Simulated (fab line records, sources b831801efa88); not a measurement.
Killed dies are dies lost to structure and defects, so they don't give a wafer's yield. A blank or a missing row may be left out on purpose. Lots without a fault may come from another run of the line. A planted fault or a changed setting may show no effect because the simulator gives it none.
A struck lot beside a sound one | flow sky130 | 43 steps out of a route of 708
Sound: wafers L836.2, L836.3, L836.6. Struck: wafers L846.4, L846.5, L846.6. The cause comes at the end.
At each step with rows: each side's tool, then ch and its chambers, then its first start. Under that, the readings that differ: sound wafers | struck wafers | difference of the means | sigmas: that difference in standard deviations of wafers without a fault.
alike: readings whose means differ by less than 2 such deviations, and words and numbers that are the same on both sides. not compared: withheld readings, readings that some wafer has no value for, bounds like >300 that may hide the same value, and numbers for which the record gives no deviation and whose values overlap.
The two part at a step that has a row with sigmas, a row that says differs or no value, or rows on one side only. Numbers that don't overlap but have no deviation are shown without sigmas and don't part them. A reading that every wafer of one side lacks parts them only if that side has two wafers or more.

SKY_LDD_HVP_OVL_MEAS_07:
  sound on overlay-02, day 22 05:47; struck on overlay-01, day 25 20:11
  alike: LDD_HVP_OVL
then, 1 step without rows for these wafers: SKY_LDD_HVP_IMPLANT_08.
SKY_LDD_HVP_STRIP_09: strips in O2/N2.
  sound on plasma_asher-04 ch 0,1, day 22 05:58; struck on plasma_asher-01 ch 0,1, day 25 20:23
  alike: drypump_motor_current_A, oes_product_au, strip_time_to_endpoint_s
  not compared: rf_hours_counter_h
SKY_LDD_HVP_TW_MEAS_10:
  sound on film_metro-04, day 22 06:04; struck on film_metro-03, day 25 20:29
  alike: LDD_HVP_TW
then, 7 steps without rows for these wafers: SKY_LDD_LDN_DEHYDRATE_00 (time 60 s); SKY_LDD_LDN_HMDS_01 (prime time 60 s); SKY_LDD_LDN_COAT_02 (resist thk 1140 nm); SKY_LDD_LDN_SOFTBAKE_03 (time 60 s); SKY_LDD_LDN_EXPOSE_04 (exposes mask LDNTM, target cd 700 nm); SKY_LDD_LDN_PEB_05; SKY_LDD_LDN_DEVELOP_06 (develop time 60 s).
SKY_LDD_LDN_OVL_MEAS_07:
  sound on overlay-01, day 23 12:28; struck on overlay-01, day 27 01:53
  alike: LDD_LDN_OVL
SKY_LDD_LDN_IMPLANT_08:
  sound on implanter-04 ch 0, day 23 12:31; struck on implanter-02 ch 0, day 27 01:58
then, 3 steps without rows for these wafers: SKY_LDD_LDN_IMPLANT_09; SKY_LDD_LDN_IMPLANT_10; SKY_LDD_LDN_IMPLANT_11.
SKY_LDD_LDN_STRIP_12: strips in O2/N2.
  sound on plasma_asher-03 ch 1, day 23 13:05; struck on plasma_asher-01 ch 0,1, day 27 02:32
  alike: drypump_motor_current_A, oes_product_au, strip_time_to_endpoint_s
  not compared: rf_hours_counter_h
SKY_LDD_LDN_TW_MEAS_13:
  sound on film_metro-01, day 23 13:12; struck on film_metro-04, day 27 02:37
  alike: LDD_LDN_TW
then, 2 steps without rows for these wafers: SKY_LDD_LDN_CLEAN_14 (cleans in SC1/SC2, time 150 s); SKY_SPACER_CVD_00 (deposits Si3N4 from DCS/NH3, target thk 43.1 nm, time 740 s).
SKY_SPACER_THK_MEAS_01:
  sound on film_metro-01, day 23 18:01; struck on film_metro-01, day 27 03:56
  alike: SPACER_CVD_00_THK
SKY_SPACER_ETCHBACK_02: etches Si3N4 in CH3F/O2, stops on SiO2, time 46.7 s, target depth 45 nm.
  sound on rie_diel-01 ch 1,3, day 23 18:04; struck on rie_diel-01 ch 0,1, day 27 03:58
  alike: drypump_motor_current_A, oes_product_au, throttle_valve_pct
  not compared: rf_hours_counter_h
then, 8 steps without rows for these wafers: SKY_POLY_CUT_DEHYDRATE_00 (time 60 s); SKY_POLY_CUT_HMDS_01 (prime time 60 s); SKY_POLY_CUT_COAT_02 (resist thk 60 nm); SKY_POLY_CUT_COAT_03 (resist thk 450 nm); SKY_POLY_CUT_SOFTBAKE_04 (time 90 s); SKY_POLY_CUT_EXPOSE_05 (exposes mask NPCM, target cd 270 nm); SKY_POLY_CUT_PEB_06; SKY_POLY_CUT_DEVELOP_07 (develop time 60 s).
SKY_POLY_CUT_CD_MEAS_08: target cd 270 nm.
  sound on cd_sem-01, day 25 00:07; struck on cd_sem-01, day 28 08:13
  alike: cd_nm
SKY_POLY_CUT_OVL_MEAS_09:
  sound on overlay-02, day 25 00:14; struck on overlay-01, day 28 08:18
  alike: POLY_CUT_OVL
SKY_POLY_CUT_ETCH_10: etches BARC in N2/H2, stops on SiO2, time 45.9 s, target depth 60 nm.
  sound on rie_diel-03 ch 0,1,3, day 25 00:16; struck on rie_diel-03 ch 0,2,3, day 28 08:19
  reading                | sound                | struck               | difference | sigmas
  throttle_valve_pct (%) | 13.243 13.231 13.232 | 13.212 13.225 13.206 | -0.021     | -2
  alike: drypump_motor_current_A, oes_product_au
  not compared: rf_hours_counter_h
then, 1 step without rows for these wafers: SKY_POLY_CUT_ETCH_11 (etches Si3N4 in CF4/CH2F2/Ar, stops on poly-Si, time 42.5 s, target depth 60 nm).
SKY_POLY_CUT_STRIP_12: strips in O2/N2.
  sound on plasma_asher-03 ch 0,1, day 25 00:20; struck on plasma_asher-04 ch 0,1, day 28 08:26
  alike: drypump_motor_current_A, oes_product_au, strip_time_to_endpoint_s
  not compared: rf_hours_counter_h
then, 7 steps without rows for these wafers: SKY_SD_P_DEHYDRATE_00 (time 60 s); SKY_SD_P_HMDS_01 (prime time 60 s); SKY_SD_P_COAT_02 (resist thk 1140 nm); SKY_SD_P_SOFTBAKE_03 (time 60 s); SKY_SD_P_EXPOSE_04 (exposes mask PSDM, target cd 380 nm); SKY_SD_P_PEB_05; SKY_SD_P_DEVELOP_06 (develop time 60 s).
-- the record jumps here: 20 days lie between the struck wafers' starts before and after (it left off in module SD_P and takes up again in module PAD_OPEN, whose first step shown is number 708 of the route) --
SKY_PAD_OPEN_PROBE_99:
  sound on prober-02, day 46 12:19; struck on prober-02, day 48 15:59
  reading                               | sound             | struck           | difference | sigmas
  killed_dies                           | 79 71 81          | 106 102 87       | +21        | +2
  killed_open                           | 39 39 40          | 58 57 54         | +17        | +2
  model.etest.tip_sonos.rs_ohm_sq_range | 23.02 28.09 23.46 | 69.96 65.87 83.9 | +48.39     |
  alike: killed_at_M0_to_M3, killed_at_M4_up, killed_at_contacts, killed_at_front_end, killed_at_other, killed_short

WHERE THEY PART
First at SKY_POLY_CUT_ETCH_10; last, within this record, at SKY_PAD_OPEN_PROBE_99.

WHY: what the simulator had put in
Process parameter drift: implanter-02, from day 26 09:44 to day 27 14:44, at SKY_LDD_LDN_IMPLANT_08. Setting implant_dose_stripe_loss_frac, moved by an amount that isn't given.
